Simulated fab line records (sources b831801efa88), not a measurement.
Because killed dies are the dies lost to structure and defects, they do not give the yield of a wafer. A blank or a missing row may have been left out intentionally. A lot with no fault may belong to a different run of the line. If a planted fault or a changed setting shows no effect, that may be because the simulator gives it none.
Which tool is to blame?    flow sky130    12 lots, 36 wafers sampled, at 5 steps of a route of 708

## WHAT THE GAUGES SHOWED, per wafer
SKY_SD_N_RS_MEAS_17: a four-point-probe measurement. Usual: SD_P_RS gives 147.2 ohm/sq (standard deviation 0.34).
lot   measured      on             SD_P_RS (ohm/sq)   flag
L156  day 28 04:06  film_metro-01  147.1 147.1 147.2  
L157  day 28 21:41  film_metro-03  147.0 147.5 147.8  
L158  day 29 09:20  film_metro-01  147.3 147.2 148.0  
L160  day 29 13:50  film_metro-03  147.6 147.3 147.2  
L159  day 29 13:26  film_metro-04  146.6 146.8 146.9  
L161  day 30 10:52  film_metro-03  146.8 147.8 147.3  
L168  day 32 03:07  film_metro-03  147.4 147.2 147.6  
L169  day 32 06:52  film_metro-01  147.1 147.0 146.7  
L172  day 33 06:04  film_metro-01  146.7 146.6 147.4  
L174  day 34 05:32  film_metro-04  147.1 147.3 147.5  
L176  day 34 08:56  film_metro-03  146.9 146.5 147.1  
L178  day 35 00:44  film_metro-03  147.0 147.2 146.9  

SKY_SD_N_RS_MEAS_18: a four-point-probe measurement. Usual: RES_XHIGH_RS gives 333.3 ohm/sq (standard deviation 1.2).
lot   measured      on             RES_XHIGH_RS (ohm/sq)  flag
L156  day 28 04:13  film_metro-01  334.4 335.2 334.0      
L157  day 28 21:49  film_metro-03  333.5 334.4 334.6      
L158  day 29 09:28  film_metro-01  333.8 334.9 333.5      
L160  day 29 13:58  film_metro-03  333.3 334.4 334.2      
L159  day 29 13:34  film_metro-04  332.1 332.0 330.6      
L161  day 30 10:59  film_metro-03  333.0 332.8 333.9      
L168  day 32 03:14  film_metro-03  335.9 334.5 334.7      
L169  day 32 06:59  film_metro-01  332.8 332.4 332.2      
L172  day 33 06:11  film_metro-01  332.4 332.1 332.3      
L174  day 34 05:39  film_metro-04  333.7 334.4 333.6      
L176  day 34 09:03  film_metro-03  333.0 334.0 333.2      
L178  day 35 00:51  film_metro-03  333.0 333.6 332.9      

## TOOL THAT RAN EACH LOT (tool first, then ch and the chambers of the sampled wafers, then the start)
lot   SKY_VT_ADJUST_LVTN_COAT_02         SKY_VT_ADJUST_LVTN_STRIP_09           SKY_VT_ADJUST_NCORE_STRIP_10
L156  litho_track-01 ch 0, day 6 17:16   plasma_asher-01 ch 0,1, day 7 02:49   plasma_asher-04 ch 0,1, day 8 19:19
L157  litho_track-02 ch 0, day 7 07:50   plasma_asher-01 ch 0,1, day 7 17:13   plasma_asher-04 ch 0,1, day 9 11:22
L158  litho_track-02 ch 0, day 7 18:44   plasma_asher-03 ch 0,1, day 8 05:52   plasma_asher-04 ch 0,1, day 9 23:08
L160  litho_track-02 ch 0, day 7 20:48   plasma_asher-02 ch 0,1, day 8 07:40   plasma_asher-04 ch 0,1, day 10 03:34
L159  litho_track-01 ch 0, day 7 21:01   plasma_asher-01 ch 0,1, day 8 07:51   plasma_asher-04 ch 0,1, day 10 04:16
L161  litho_track-02 ch 0, day 8 10:15   plasma_asher-01 ch 0,1, day 8 21:34   plasma_asher-03 ch 0,1, day 10 17:20
L168  litho_track-01 ch 0, day 9 21:34   plasma_asher-01 ch 0, day 10 09:46    plasma_asher-03 ch 0,1, day 12 09:44
L169  litho_track-01 ch 0, day 10 00:23  plasma_asher-03 ch 0,1, day 10 11:46  plasma_asher-04 ch 0,1, day 12 11:47
L172  litho_track-03 ch 0, day 10 19:25  plasma_asher-01 ch 0,1, day 11 08:32  plasma_asher-02 ch 0,1, day 13 09:40
L174  litho_track-03 ch 0, day 11 16:19  plasma_asher-03 ch 0,1, day 12 05:11  plasma_asher-04 ch 0,1, day 14 07:40
L176  litho_track-03 ch 0, day 11 21:55  plasma_asher-03 ch 0,1, day 12 10:41  plasma_asher-03 ch 0,1, day 14 13:56
L178  litho_track-02 ch 0, day 12 07:50  plasma_asher-02 ch 0,1, day 12 19:41  plasma_asher-02 ch 0,1, day 14 22:17
- SKY_VT_ADJUST_LVTN_COAT_02: resist thk 3000 nm.
- SKY_VT_ADJUST_LVTN_STRIP_09: strips in O2/N2.
- SKY_VT_ADJUST_NCORE_STRIP_10: strips in O2/N2.

## WHAT THE TOOLS THEMSELVES READ (means of the sampled wafers that have a number; where no wafer has one, the mark that the record gives instead)
SKY_VT_ADJUST_LVTN_COAT_02. Usual: 23.02 C for resist_line_temp_C, sd 0.11.
lot   tool            resist_line_temp_C (C)  flag
L156  litho_track-01  23.12                   
L157  litho_track-02  23.05                   
L158  litho_track-02  23.07                   
L160  litho_track-02  23.03                   
L159  litho_track-01  23.00                   
L161  litho_track-02  23.02                   
L168  litho_track-01  23.19                   
L169  litho_track-01  23.11                   
L172  litho_track-03  22.97                   
L174  litho_track-03  23.06                   
L176  litho_track-03  23.06                   
L178  litho_track-02  22.95                   

SKY_VT_ADJUST_LVTN_STRIP_09. Usual: drypump_motor_current_A 5.9 A, standard deviation 0.36; oes_product_au 0.722 a.u., standard deviation 0.0047; strip_time_to_endpoint_s 36.95 s, standard deviation 0.1.
lot   tool             drypump_motor_current_A (A)  oes_product_au (a.u.)  strip_time_to_endpoint_s (s)  flag
L156  plasma_asher-01  6.0                          0.724                  37.05                         
L157  plasma_asher-01  5.8                          0.723                  36.87                         
L158  plasma_asher-03  6.2                          0.724                  36.91                         
L160  plasma_asher-02  5.6                          0.724                  37.07                         
L159  plasma_asher-01  5.7                          0.719                  37.09                         
L161  plasma_asher-01  6.0                          0.726                  36.84                         
L168  plasma_asher-01  5.5                          0.724                  35.24                         OFF
L169  plasma_asher-03  6.2                          0.722                  35.20                         OFF
L172  plasma_asher-01  5.7                          0.722                  37.01                         
L174  plasma_asher-03  6.2                          0.718                  36.85                         
L176  plasma_asher-03  6.2                          0.725                  36.99                         
L178  plasma_asher-02  5.6                          0.723                  37.01                         

SKY_VT_ADJUST_NCORE_STRIP_10. Usual: drypump_motor_current_A 5.8 A, standard deviation 0.39; oes_product_au 0.716 a.u., standard deviation 0.0045; strip_time_to_endpoint_s 14.17 s, standard deviation 0.035.
lot   tool             drypump_motor_current_A (A)  oes_product_au (a.u.)  strip_time_to_endpoint_s (s)  flag
L156  plasma_asher-04  5.6                          0.719                  14.21                         
L157  plasma_asher-04  5.8                          0.718                  14.16                         
L158  plasma_asher-04  5.6                          0.718                  14.18                         
L160  plasma_asher-04  5.8                          0.710                  14.15                         
L159  plasma_asher-04  5.5                          0.722                  14.19                         
L161  plasma_asher-03  6.3                          0.715                  14.17                         
L168  plasma_asher-03  6.4                          0.715                  14.16                         
L169  plasma_asher-04  5.8                          0.715                  14.15                         
L172  plasma_asher-02  5.6                          0.715                  14.09                         
L174  plasma_asher-04  5.6                          0.714                  14.18                         
L176  plasma_asher-03  6.2                          0.714                  14.19                         
L178  plasma_asher-02  5.6                          0.713                  14.14                         

## THE ANSWER, worked out from the rows above alone
Rule: a lot counts as off when the mean over its wafers that have a number is more than 3 standard deviations away from the usual mean. Also off: a lot with no number at a reading for which 4 or more lots have one. Where the step has rows for the other lots, those lots are counted as sound. First the gauges in route order, then the tools' own readings, where a lot's mean is used as printed above. At the first step where some lot is off, the reading lying furthest off is the one used; lots without a number count as furthest.
Off at SKY_VT_ADJUST_LVTN_STRIP_09 (strip_time_to_endpoint_s): L168, L169.
If a tool, at that step or one of the process steps before it, ran each lot that is off and ran no sound lot following the first of them, it fits. One fits: litho_track-01 at SKY_VT_ADJUST_LVTN_COAT_02. A fault onset in the window from L159 (day 7 21:01, its last sound lot) to L168 (day 9 21:34, its first lot off) fits.

## WHAT THE SIMULATOR HAD PUT IN
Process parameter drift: litho_track-01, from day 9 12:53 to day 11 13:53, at SKY_VT_ADJUST_LVTN_COAT_02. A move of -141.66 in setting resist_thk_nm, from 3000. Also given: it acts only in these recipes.
Lots struck among those shown: L168, L169. Same finding as the rule above.
